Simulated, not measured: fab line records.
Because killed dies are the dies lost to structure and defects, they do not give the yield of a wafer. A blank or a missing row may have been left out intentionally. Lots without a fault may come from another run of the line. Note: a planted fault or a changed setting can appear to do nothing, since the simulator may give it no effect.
Which tool did it?	flow sky130	12 lots with 36 wafers sampled at 5 steps, on a route of 708 steps

== WHAT EACH GAUGE READ, for each wafer ==
SKY_POLY_GATE_THK_MEAS_04. Usual: POLY_GATE_CVD_03_THK 74.7 nm, standard deviation 0.67.
lot	measured	on	POLY_GATE_CVD_03_THK (nm)	flag
L360	day 15 13:43	film_metro-04	74.8 74.8 74.8	
L361	day 15 20:00	film_metro-04	74.6 74.6 74.8	
L362	day 16 04:32	film_metro-01	74.4 74.4 74.5	
L367	day 18 20:47	film_metro-04	74.2 73.9 74.2	
L369	day 19 11:51	film_metro-04	75.1 75.3 75.0	
L371	day 19 19:53	film_metro-01	75.1 75.3 75.0	
L373	day 21 07:58	film_metro-01	75.0 75.1 74.4	
L375	day 21 11:31	film_metro-04	75.3 74.5 74.9	
L377	day 21 21:07	film_metro-04	74.5 74.9 73.8	
L378	day 22 00:44	film_metro-01	73.5 73.8 73.2	
L379	day 22 05:06	film_metro-04	74.6 75.0 74.4	
L382	day 23 11:10	film_metro-03	74.6 74.6 74.4	

SKY_LDD_HVP_OVL_MEAS_07. Usual: LDD_HVP_OVL -1.0 nm, standard deviation 1.3.
lot	measured	on	LDD_HVP_OVL (nm)	flag
L360	day 21 22:47	overlay-01	-2.7 -3.7 -1.1	
L361	day 22 01:24	overlay-01	-2.7 -3.3 -3.0	
L362	day 22 11:29	overlay-01	-1.1 0.8 1.0	
L367	day 25 04:47	overlay-02	37.2 35.8 36.5	OFF
L369	day 25 20:09	overlay-02	36.3 37.0 38.4	OFF
L371	day 26 05:38	overlay-01	38.2 39.2 38.2	OFF
L373	day 27 13:53	overlay-02	-1.5 -2.3 -2.2	
L375	day 27 18:38	overlay-02	0.7 0.5 -0.4	
L377	day 28 02:54	overlay-02	-2.6 0.0 -1.5	
L378	day 28 07:42	overlay-02	0.6 -0.6 -0.5	
L379	day 28 11:41	overlay-01	-0.7 0.0 -1.1	
L382	day 29 14:56	overlay-01	0.2 0.2 -0.4	

SKY_LDD_LDN_OVL_MEAS_07. Usual: LDD_LDN_OVL -0.9 nm, standard deviation 1.4.
lot	measured	on	LDD_LDN_OVL (nm)	flag
L360	day 23 05:17	overlay-01	-1.4 0.3 -1.0	
L361	day 23 07:44	overlay-02	0.2 -1.7 -0.1	
L362	day 23 18:22	overlay-02	-0.5 -0.2 -0.4	
L367	day 26 10:10	overlay-02	-2.8 -1.8 -1.3	
L369	day 27 00:45	overlay-01	0.8 1.5 1.3	
L371	day 27 10:05	overlay-02	1.6 1.2 1.1	
L373	day 28 17:55	overlay-01	0.0 0.1 -2.4	
L375	day 28 23:05	overlay-01	-1.6 -1.8 -1.2	
L377	day 29 06:47	overlay-01	-1.4 -2.9 -2.3	
L378	day 29 11:44	overlay-01	-2.6 -1.1 -3.0	
L379	day 29 15:56	overlay-01	-4.1 -2.9 -3.0	
L382	day 30 19:10	overlay-01	-0.4 -2.8 -1.0	

== WHICH TOOL RAN EACH LOT (tool, then ch and the chambers of the sampled wafers, then the start) ==
lot	SKY_LDD_HVP_EXPOSE_04	SKY_LDD_HVP_STRIP_09
L360	iline_stepper-01 ch 0, day 21 08:01	plasma_asher-04 ch 0,1, day 21 22:58
L361	iline_stepper-01 ch 0, day 21 10:23	plasma_asher-04 ch 0,1, day 22 01:35
L362	iline_stepper-01 ch 0, day 21 20:43	plasma_asher-04 ch 0,1, day 22 11:40
L367	iline_stepper-02 ch 0, day 24 14:14	plasma_asher-04 ch 0, day 25 04:58
L369	iline_stepper-02 ch 0, day 25 06:11	plasma_asher-02 ch 0,1, day 25 20:22
L371	iline_stepper-02 ch 0, day 25 15:16	plasma_asher-01 ch 0,1, day 26 05:49
L373	iline_stepper-01 ch 0, day 26 23:40	plasma_asher-04 ch 0,1, day 27 14:04
L375	iline_stepper-01 ch 0, day 27 04:16	plasma_asher-01 ch 0,1, day 27 18:49
L377	iline_stepper-01 ch 0, day 27 13:22	plasma_asher-01 ch 0,1, day 28 03:05
L378	iline_stepper-01 ch 0, day 27 17:22	plasma_asher-01 ch 0,1, day 28 07:53
L379	iline_stepper-01 ch 0, day 27 21:27	plasma_asher-02 ch 0,1, day 28 11:52
L382	iline_stepper-01 ch 0, day 29 01:23	plasma_asher-02 ch 0,1, day 29 15:09
- SKY_LDD_HVP_EXPOSE_04: exposes mask HVPTM, target cd 700 nm.
- SKY_LDD_HVP_STRIP_09: strips in O2/N2.

== WHAT THE TOOLS THEMSELVES READ (means of the sampled wafers that have a number; where no wafer has one, the mark that the record gives instead) ==
SKY_LDD_HVP_EXPOSE_04. Usual: focus_offset_nm reads 0.1 nm (standard deviation 0.5).
lot	tool	focus_offset_nm (nm)	flag
L360	iline_stepper-01	0.3	
L361	iline_stepper-01	-0.2	
L362	iline_stepper-01	0.1	
L367	iline_stepper-02	0.3	
L369	iline_stepper-02	0.2	
L371	iline_stepper-02	-0.4	
L373	iline_stepper-01	0.4	
L375	iline_stepper-01	-0.2	
L377	iline_stepper-01	-0.3	
L378	iline_stepper-01	0.3	
L379	iline_stepper-01	-0.5	
L382	iline_stepper-01	-0.0	

SKY_LDD_HVP_STRIP_09. Usual: drypump_motor_current_A 5.4 A, standard deviation 0.4; oes_product_au 0.409 a.u., standard deviation 0.0044; strip_time_to_endpoint_s 4.136 s, standard deviation 0.013.
lot	tool	drypump_motor_current_A (A)	oes_product_au (a.u.)	strip_time_to_endpoint_s (s)	flag
L360	plasma_asher-04	5.5	0.410	4.131	
L361	plasma_asher-04	5.3	0.407	4.132	
L362	plasma_asher-04	5.6	0.410	4.129	
L367	plasma_asher-04	5.0	0.407	4.132	
L369	plasma_asher-02	5.0	0.412	4.144	
L371	plasma_asher-01	5.5	0.405	4.127	
L373	plasma_asher-04	5.6	0.408	4.139	
L375	plasma_asher-01	5.5	0.410	4.145	
L377	plasma_asher-01	5.5	0.409	4.141	
L378	plasma_asher-01	5.5	0.409	4.139	
L379	plasma_asher-02	5.0	0.412	4.116	
L382	plasma_asher-02	5.0	0.411	4.132	

== THE ANSWER, worked out from the rows above alone ==
Rule: a lot is off if the mean of its wafers that have a number lies more than 3 standard deviations from the usual mean. Also off: a lot with no number at a reading for which 4 or more lots have one. Where the step has rows for the other lots, those lots are counted as sound. The gauges are gone through in route order, then the tools' own readings, and for those a lot's mean is taken as printed above. At the first step where some lot is off, the reading lying furthest off is the one used; lots without a number count as furthest.
Off: L367, L369, L371, at SKY_LDD_HVP_OVL_MEAS_07 (LDD_HVP_OVL).
A tool fits if, at a process step before that reading, it ran every lot that is off, and no sound lot after the first of them. The gauges at SKY_LDD_HVP_OVL_MEAS_07 are tried like those tools. One fits: iline_stepper-02 at SKY_LDD_HVP_EXPOSE_04. It ran no sound lot before its first lot that is off in this sample, so the start can't be narrowed down.

== WHAT THE SIMULATOR HAD PUT IN ==
Scanner matching overlay: iline_stepper-02, from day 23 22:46 on, at SKY_LDD_HVP_EXPOSE_04. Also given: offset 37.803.
Lots struck among those shown: L367, L369, L371. Same finding as the rule above.
